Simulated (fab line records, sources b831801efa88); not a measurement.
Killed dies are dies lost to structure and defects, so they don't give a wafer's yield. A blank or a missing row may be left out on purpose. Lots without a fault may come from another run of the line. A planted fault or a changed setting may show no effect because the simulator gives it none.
Tool commonality check | flow gf180mcu | 14 lots, 42 wafers sampled

WHY IT WAS OPENED
At GF_SALICIDE_THK_MEAS_05 the reading SALICIDE_TIN_THK is flagged on 2 of 14 lots. Wafers without a fault read 19.77 nm, standard deviation 0.24.
Rule: a lot is flagged when every wafer of it that has a number lies more than 4 standard deviations from that mean, or none has a number. The other lots count as sound.

lot  | measured     | on            | SALICIDE_TIN_THK (nm), wafer by wafer | flag
L808 | day 15 00:07 | film_metro-04 | 19.46 19.62 19.42                     |
L810 | day 15 23:26 | film_metro-04 | 19.63 19.99 20.03                     |
L812 | day 16 15:42 | film_metro-03 | 19.90 19.97 19.94                     |
L814 | day 17 06:05 | film_metro-04 | 19.77 19.83 19.71                     |
L816 | day 18 08:29 | film_metro-02 | 19.94 19.67 19.72                     |
L820 | day 19 17:08 | film_metro-03 | 21.35 21.37 21.16                     | FLAGGED
L822 | day 20 11:57 | film_metro-02 | 21.32 21.30 21.44                     | FLAGGED
L825 | day 21 08:38 | film_metro-03 | 19.72 20.02 19.64                     |
L826 | day 21 15:04 | film_metro-03 | 19.97 19.98 20.06                     |
L827 | day 21 22:08 | film_metro-02 | 19.67 20.02 20.03                     |
L828 | day 22 10:07 | film_metro-04 | 19.62 20.03 19.86                     |
L829 | day 22 15:44 | film_metro-02 | 19.26 19.48 19.43                     |
L830 | day 22 21:58 | film_metro-02 | 19.98 19.98 19.67                     |
L831 | day 23 08:06 | film_metro-03 | 20.01 20.06 19.83                     |
The numbers of the flagged lots are 21.32 nm on average: +1.55 nm against the usual, or +6 standard deviations.

WHICH TOOL RAN EACH LOT
The record holds 1 process step before the reading, out of a route of 602 steps. In each cell: the tool, then ch and the chambers that the sampled wafers went through, then the start.
lot  | flag    | GF_SALICIDE_SPUTTER_03
L808 |         | pvd_sputter-04, day 14 23:57
L810 |         | pvd_sputter-03, day 15 23:18
L812 |         | pvd_sputter-01, day 16 15:33
L814 |         | pvd_sputter-04, day 17 05:56
L816 |         | pvd_sputter-01, day 18 08:20
L820 | FLAGGED | pvd_sputter-04, day 19 16:59
L822 | FLAGGED | pvd_sputter-04, day 20 11:49
L825 |         | pvd_sputter-03, day 21 08:29
L826 |         | pvd_sputter-01, day 21 14:54
L827 |         | pvd_sputter-01, day 21 21:59
L828 |         | pvd_sputter-03, day 22 09:58
L829 |         | pvd_sputter-03, day 22 15:35
L830 |         | pvd_sputter-03, day 22 21:48
L831 |         | pvd_sputter-03, day 23 07:57
What these steps do:
- GF_SALICIDE_SPUTTER_03: material TiN, target thk 20 nm, time 16.7 s.
- GF_SALICIDE_THK_MEAS_05: measures by xrf.

FLAGGED OVER TOTAL, TOOL BY TOOL (the gauges that took the reading come last)
step                    | tool           | lots run | flagged | share of the flagged lots | sound lots run after its first flagged lot
GF_SALICIDE_SPUTTER_03  | pvd_sputter-01 | 4        | 0       | none                      | -
GF_SALICIDE_SPUTTER_03  | pvd_sputter-03 | 6        | 0       | none                      | -
GF_SALICIDE_SPUTTER_03  | pvd_sputter-04 | 4        | 2       | all                       | 0
GF_SALICIDE_THK_MEAS_05 | film_metro-02  | 5        | 1       | some                      | 3 (L827,L829,L830)
GF_SALICIDE_THK_MEAS_05 | film_metro-03  | 5        | 1       | some                      | 3 (L825,L826,L831)
GF_SALICIDE_THK_MEAS_05 | film_metro-04  | 4        | 0       | none                      | -

WHAT THE TABLE ALLOWS
1 row of the table ran every flagged lot: pvd_sputter-04 at GF_SALICIDE_SPUTTER_03.
- pvd_sputter-04 at GF_SALICIDE_SPUTTER_03: 2 of its 4 lots flagged. Its last sound lot is L814 (day 17 05:56), its first flagged lot L820 (day 19 16:59): a fault that began between those two fits. Its own readings lie more than 4 standard deviations out on every wafer of the flagged lots: cathode_dc_power_W.
One tool is left: pvd_sputter-04 at GF_SALICIDE_SPUTTER_03.

WHAT THE SIMULATOR HAD PUT IN
Process parameter drift: pvd_sputter-04, from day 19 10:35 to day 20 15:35, at GF_SALICIDE_SPUTTER_03. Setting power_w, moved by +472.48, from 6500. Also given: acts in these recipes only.
Lots struck among those shown: L820, L822. The rule above found the same.
